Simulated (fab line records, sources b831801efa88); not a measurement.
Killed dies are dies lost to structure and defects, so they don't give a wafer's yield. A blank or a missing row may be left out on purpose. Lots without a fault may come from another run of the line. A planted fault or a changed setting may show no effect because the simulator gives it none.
Which tool did it? | flow sky130 | 12 lots, 36 wafers sampled, at 4 steps of a route of 708

WHAT THE GAUGES READ, wafer by wafer
SKY_NWELL_RS_MEAS_31: measures by four-point-probe. Usual: PWDE_RS 5278 ohm/sq, standard deviation 17.
lot  | measured     | on            | PWDE_RS (ohm/sq) | flag
L609 | day 5 13:08  | film_metro-02 | 5278 5276 5266   |
L611 | day 5 19:56  | film_metro-01 | 5268 5287 5300   |
L612 | day 6 08:44  | film_metro-04 | 5272 5280 5282   |
L616 | day 7 03:40  | film_metro-02 | 5277 5265 5274   |
L617 | day 7 08:13  | film_metro-02 | 5280 5265 5257   |
L618 | day 7 15:47  | film_metro-01 | 5261 5264 5288   |
L619 | day 7 23:19  | film_metro-02 | 5295 5320 5320   |
L620 | day 8 04:25  | film_metro-02 | 5280 5302 5301   |
L622 | day 8 16:08  | film_metro-02 | 5266 5263 5259   |
L624 | day 9 04:44  | film_metro-04 | 5302 5289 5292   |
L628 | day 10 05:41 | film_metro-01 | 5273 5293 5294   |
L629 | day 10 14:16 | film_metro-01 | 5248 5257 5264   |

SKY_VT_ADJUST_LVTN_OVL_MEAS_07. Usual: VT_ADJUST_LVTN_OVL -0.2 nm, standard deviation 1.4.
lot  | measured     | on         | VT_ADJUST_LVTN_OVL (nm) | flag
L609 | day 7 03:36  | overlay-01 | -0.8 -0.5 -2.1          |
L611 | day 7 11:46  | overlay-02 | -0.5 0.5 1.1            |
L612 | day 8 00:54  | overlay-01 | -0.2 -0.8 -0.3          |
L616 | day 8 20:46  | overlay-01 | 0.2 -1.6 -0.2           |
L617 | day 9 00:45  | overlay-02 | -3.2 -3.3 -2.9          |
L618 | day 9 09:55  | overlay-01 | -0.1 0.1 -0.9           |
L619 | day 9 17:55  | overlay-01 | 0.6 0.8 -0.2            |
L620 | day 9 23:19  | overlay-02 | 177.0 179.1 178.2       | OFF
L622 | day 10 12:51 | overlay-01 | 179.6 179.5 180.7       | OFF
L624 | day 11 01:55 | overlay-02 | 178.3 178.6 176.7       | OFF
L628 | day 12 05:33 | overlay-01 | 178.3 177.3 177.7       | OFF
L629 | day 12 13:46 | overlay-02 | 0.1 0.5 2.1             |

SKY_VT_ADJUST_NCORE_OVL_MEAS_08. Usual: VT_ADJUST_NCORE_OVL 0.7 nm, standard deviation 1.5.
lot  | measured     | on         | VT_ADJUST_NCORE_OVL (nm) | flag
L609 | day 8 20:59  | overlay-01 | 2.0 2.3 -0.5             |
L611 | day 9 05:47  | overlay-02 | 1.2 0.6 1.1              |
L612 | day 9 20:20  | overlay-02 | -1.3 -0.1 -0.5           |
L616 | day 10 18:16 | overlay-01 | -0.4 -0.3 -0.3           |
L617 | day 10 22:05 | overlay-01 | 1.7 0.7 1.6              |
L618 | day 11 08:11 | overlay-01 | 0.0 -0.7 -1.0            |
L619 | day 11 16:56 | overlay-01 | 0.4 2.1 0.8              |
L620 | day 11 23:29 | overlay-02 | -2.8 -1.6 -1.5           |
L622 | day 12 12:14 | overlay-02 | 2.7 2.5 2.0              |
L624 | day 13 01:38 | overlay-01 | -0.8 2.8 1.9             |
L628 | day 14 08:14 | overlay-01 | 3.5 1.4 1.3              |
L629 | day 14 17:20 | overlay-01 | 2.4 0.8 2.5              |

WHICH TOOL RAN EACH LOT (tool, then ch and the chambers of the sampled wafers, then the start)
lot  | SKY_VT_ADJUST_LVTN_EXPOSE_04
L609 | iline_stepper-02 ch 0, day 6 18:05
L611 | iline_stepper-01 ch 0, day 7 01:19
L612 | iline_stepper-02 ch 0, day 7 15:26
L616 | iline_stepper-02 ch 0, day 8 10:56
L617 | iline_stepper-02 ch 0, day 8 14:23
L618 | iline_stepper-02 ch 0, day 8 22:29
L619 | iline_stepper-01 ch 0, day 9 07:22
L620 | iline_stepper-02 ch 0, day 9 12:17
L622 | iline_stepper-02 ch 0, day 10 01:26
L624 | iline_stepper-02 ch 0, day 10 14:59
L628 | iline_stepper-02 ch 0, day 11 17:35
L629 | iline_stepper-01 ch 0, day 12 01:38
- SKY_VT_ADJUST_LVTN_EXPOSE_04: exposes mask NWM COMPLEMENT LESS NATIVE, target cd 840 nm.

WHAT THE TOOLS THEMSELVES READ (means of the sampled wafers that have a number; where no wafer has one, the mark that the record gives instead)
SKY_VT_ADJUST_LVTN_EXPOSE_04. Usual: exposure_dose_mJ_cm2 193.99, standard deviation 0.19.
lot  | tool             | exposure_dose_mJ_cm2 | flag
L609 | iline_stepper-02 | 194.04               |
L611 | iline_stepper-01 | 194.04               |
L612 | iline_stepper-02 | 193.71               |
L616 | iline_stepper-02 | 194.16               |
L617 | iline_stepper-02 | 194.04               |
L618 | iline_stepper-02 | 193.84               |
L619 | iline_stepper-01 | 194.12               |
L620 | iline_stepper-02 | 193.70               |
L622 | iline_stepper-02 | 193.89               |
L624 | iline_stepper-02 | 193.94               |
L628 | iline_stepper-02 | 194.03               |
L629 | iline_stepper-01 | 194.06               |

THE ANSWER, worked out from the rows above alone
Rule: a lot is off if the mean of its wafers that have a number lies more than 3 standard deviations from the usual mean. A lot without any number at a reading at which 4 lots or more have one is off too. The other lots that the step has rows for count as sound. The gauges are gone through in route order, then the tools' own readings, and for those a lot's mean is taken as printed above. The first step at which some lot is off is used, and at that step the reading that is off furthest; a lot without a number counts as furthest.
Off: L620, L622, L624, L628, at SKY_VT_ADJUST_LVTN_OVL_MEAS_07 (VT_ADJUST_LVTN_OVL).
A tool fits if, at a process step before that reading, it ran every lot that is off, and no sound lot after the first of them. The gauges at SKY_VT_ADJUST_LVTN_OVL_MEAS_07 are tried like those tools. One fits: iline_stepper-02 at SKY_VT_ADJUST_LVTN_EXPOSE_04. Its last sound lot is L618 (day 8 22:29), its first lot that is off L620 (day 9 12:17): a fault that began between those two fits.

WHAT THE SIMULATOR HAD PUT IN
Scanner matching overlay: iline_stepper-02, from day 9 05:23 on, at SKY_VT_ADJUST_LVTN_EXPOSE_04. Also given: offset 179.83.
Lots struck among those shown: L620, L622, L624, L628. The rule above found the same.
